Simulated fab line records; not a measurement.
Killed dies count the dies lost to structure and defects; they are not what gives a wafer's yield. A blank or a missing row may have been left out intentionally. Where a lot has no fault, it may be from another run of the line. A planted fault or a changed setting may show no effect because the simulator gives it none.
Comparing a struck lot with a sound one | flow sfq-line | 42 steps out of a route of 325
Sound: the wafers L368.2, L368.5, L368.6. The struck wafers were L385.1, L385.4, L385.6. The cause is given at the end.
Order at every step that has rows: each side's tool, ch and its chambers, its first start. Under that, the readings that differ: sound wafers | struck wafers | difference of the means | sigmas: that difference in standard deviations of wafers without a fault.
alike: readings whose means differ by less than 2 such deviations, and words and numbers that are the same on both sides. not compared: withheld readings, readings that some wafer has no value for, bounds like >300 that may hide the same value, and numbers for which the record gives no deviation and whose values overlap.
The two part at a step that has a row with sigmas, a row that says differs or no value, or rows on one side only. When numbers do not overlap yet have no deviation, they are printed without sigmas and do not part them. Lack of a reading on every wafer of one side parts them only where that side has two or more wafers.

first, 6 steps without rows for these wafers: SFQ_TRILAYER_M2_LITHO_COAT_062 (resist thk 62 nm); SFQ_TRILAYER_M2_LITHO_COAT_057 (resist thk 600 nm); SFQ_TRILAYER_M2_LITHO_SOFTBAKE_061; SFQ_TRILAYER_M2_LITHO_EXPOSE_058 (exposes mask M2, target cd 500 nm); SFQ_TRILAYER_M2_LITHO_PEB_060 (peb time 60 s); SFQ_TRILAYER_M2_LITHO_DEVELOP_059 (time 60 s).
SFQ_M2_OVL_MEAS_916:
  sound on overlay-01 at day 20 20:06; struck on overlay-01 at day 33 17:58
  alike: M2_OVL
then, 1 step without rows for these wafers: SFQ_TRILAYER_M2_BARC_OPEN_METAL_ETCH_077 (etches BARC in O2, target depth 125 nm, time 41.7 s).
SFQ_TRILAYER_M2_ETCH_METAL_ETCH_060: etches Nb in Cl2/Ar, stops on SiO2, target depth 240 nm, time 120 s.
  sound on rie-metal-04 ch 0,1, day 20 20:11; struck on rie-metal-03 ch 0,1, day 33 18:04
  alike: drypump-motor-current-A, oes-product-au
  not compared: rf-hours-counter-h
then, 2 steps without rows for these wafers: SFQ_TRILAYER_M2_STRIP_STRIP_061 (strips in O2); SFQ_TRILAYER_M2_STRIP_SOLV_CLEAN_062 (cleans in NMP, time 600 s).
SFQ_TRILAYER_I2_DEP_PECVD_063: deposits SiO2 from SiH4/N2O, time 111.11 s, target thk 500 nm.
  sound on pecvd-02 ch 0,1, day 20 21:16; struck on pecvd-04 ch 0,1, day 33 18:58
  alike: heater-power-w, throttle-valve-pct
SFQ_TRILAYER_I2_CMP_CMP_064: polishes SiO2.
  sound on cmp-02 ch 0,1,2, day 21 00:01; struck on cmp-01 ch 0,1,3, day 34 07:20
  no value came back on the struck wafers for edge-zone-pressure-frac, head-pressure-psi (psi), motor-current-A (A), time-to-endpoint-s (s); on the sound wafers edge-zone-pressure-frac reads 1.000 0.997 1.000
  reading                                             | sound             | struck            | difference | sigmas
  model.SiO2_of_TRILAYER_I2_DEP_PECVD_063.thk-nm (nm) | 201.2 198.7 200.1 | 486.3 501.8 509.7 | +299.3     |
SFQ_I2_BOW_MEAS_917:
  sound on film-metro-04 at day 21 02:02; struck on film-metro-02 at day 34 09:50
  alike: I2_BOW
SFQ_TRILAYER_I2_METRO_MEASURE_065:
  sound on film-metro-04 at day 21 02:20; struck on film-metro-02 at day 34 09:58
  reading     | sound             | struck            | difference | sigmas
  thk-nm (nm) | 201.1 198.8 200.0 | 486.7 502.2 509.7 | +299.6     | +99 or more
then, 6 steps without rows for these wafers: SFQ_TRILAYER_I2_VIA_LITHO_COAT_072 (resist thk 62 nm); SFQ_TRILAYER_I2_VIA_LITHO_COAT_067 (resist thk 650 nm); SFQ_TRILAYER_I2_VIA_LITHO_SOFTBAKE_071; SFQ_TRILAYER_I2_VIA_LITHO_EXPOSE_068 (exposes mask I2, target cd 500 nm); SFQ_TRILAYER_I2_VIA_LITHO_PEB_070 (peb time 60 s); SFQ_TRILAYER_I2_VIA_LITHO_DEVELOP_069 (time 60 s).
-- the record jumps here: 5 days lie between the struck wafers' starts before and after --
SFQ_I2_OVL_MEAS_918:
  sound on overlay-02 at day 27 11:05; struck on overlay-01 at day 39 17:48
  alike: I2_OVL
then, 1 step without rows for these wafers: SFQ_TRILAYER_I2_VIA_BARC_OPEN_VIA_ETCH_096 (etches BARC in O2, target depth 125 nm, time 41.7 s).
SFQ_TRILAYER_I2_VIA_ETCH_VIA_ETCH_070: etches SiO2 in CHF3, stops on Nb, target depth 260 nm.
  sound on rie-diel-03 ch 1,2,3, day 27 11:10; struck on rie-diel-03 ch 0,2,3, day 39 17:53
  reading                        | sound             | struck            | difference | sigmas
  oes-product-au (a.u.)          | 0.869 0.855 0.853 | 1.595 1.616 1.623 | +0.752     | +99 or more
  model.I2.feature-depth-nm (nm) | 201.2 198.7 200.1 | 253.3 256.9 259.9 | +56.7      |
  model.etch.depth-nm (nm)       | 201.2 198.7 200.1 | 253.3 256.9 259.9 | +56.7      |
  alike: drypump-motor-current-A
then, 2 steps without rows for these wafers: SFQ_TRILAYER_I2_VIA_STRIP_STRIP_071 (strips in O2); SFQ_TRILAYER_I2_VIA_STRIP_SOLV_CLEAN_072 (cleans in NMP, time 600 s).
SFQ_TRILAYER_M3_DEP_PRE_CLEAN_074: time 22.5 s.
  sound on pvd-sputter-05 at day 27 12:13; struck on pvd-sputter-05 at day 39 18:46
  reading                                             | sound             | struck            | difference | sigmas
  model.SiO2_of_TRILAYER_I2_DEP_PECVD_063.thk-nm (nm) | 193.7 191.2 192.6 | 478.8 494.3 502.2 | +299.3     |
SFQ_TRILAYER_M3_DEP_SPUTTER_073: material Nb, target thk 200 nm, time 133.3 s.
  sound on pvd-sputter-05 at day 27 12:15; struck on pvd-sputter-05 at day 39 18:47
  alike: cathode-dc-power-W, throttle-valve-pct
SFQ_M3_RS_MEAS_919: measures by four-point-probe.
  sound on film-metro-02 at day 27 12:22; struck on film-metro-01 at day 39 18:53
  alike: M3_NB_RS
then, 6 steps without rows for these wafers: SFQ_TRILAYER_M3_LITHO_COAT_080 (resist thk 62 nm); SFQ_TRILAYER_M3_LITHO_COAT_075 (resist thk 600 nm); SFQ_TRILAYER_M3_LITHO_SOFTBAKE_079; SFQ_TRILAYER_M3_LITHO_EXPOSE_076 (exposes mask M3, target cd 500 nm); SFQ_TRILAYER_M3_LITHO_PEB_078 (peb time 60 s); SFQ_TRILAYER_M3_LITHO_DEVELOP_077 (time 60 s).
SFQ_M3_OVL_MEAS_921:
  sound on overlay-01 at day 32 15:38; struck on overlay-01 at day 40 00:47
  alike: M3_OVL
then, 1 step without rows for these wafers: SFQ_TRILAYER_M3_BARC_OPEN_METAL_ETCH_100 (etches BARC in O2, target depth 125 nm, time 41.7 s).
SFQ_TRILAYER_M3_ETCH_METAL_ETCH_078: etches Nb in Cl2/Ar, stops on SiO2, target depth 240 nm, time 120 s.
  sound on rie-metal-02 ch 0,1, day 32 15:43; struck on rie-metal-03 ch 0,1, day 40 00:53
  alike: drypump-motor-current-A, oes-product-au
  not compared: rf-hours-counter-h
then, 2 steps without rows for these wafers: SFQ_TRILAYER_M3_STRIP_STRIP_079 (strips in O2); SFQ_TRILAYER_M3_STRIP_SOLV_CLEAN_080 (cleans in NMP, time 600 s).
SFQ_TRILAYER_I3_DEP_PECVD_081: deposits SiO2 from SiH4/N2O, time 111.11 s, target thk 500 nm.
  sound on pecvd-03 ch 1,2, day 32 17:11; struck on pecvd-04 ch 0,1, day 40 01:47
  alike: heater-power-w, throttle-valve-pct
-- the record jumps here: 53 days lie between the struck wafers' starts before and after --
SFQ_M8_BOW_MEAS_951:
  sound on film-metro-02 at day 86 20:36; struck on film-metro-03 at day 92 20:05
  reading                 | sound            | struck            | difference | sigmas
  M8_BOW (um)             | 10 11 8          | -20 -15 -6        | -23        | -2
  model.etest.i2.link-ohm | 1.97 1.962 1.972 | 1e+06 1e+06 1e+06 | +1e+06     |

## WHERE THEY PART
Earliest at SFQ_TRILAYER_I2_CMP_CMP_064; latest, in this record, at SFQ_M8_BOW_MEAS_951.

WHY: whatever the simulator had introduced
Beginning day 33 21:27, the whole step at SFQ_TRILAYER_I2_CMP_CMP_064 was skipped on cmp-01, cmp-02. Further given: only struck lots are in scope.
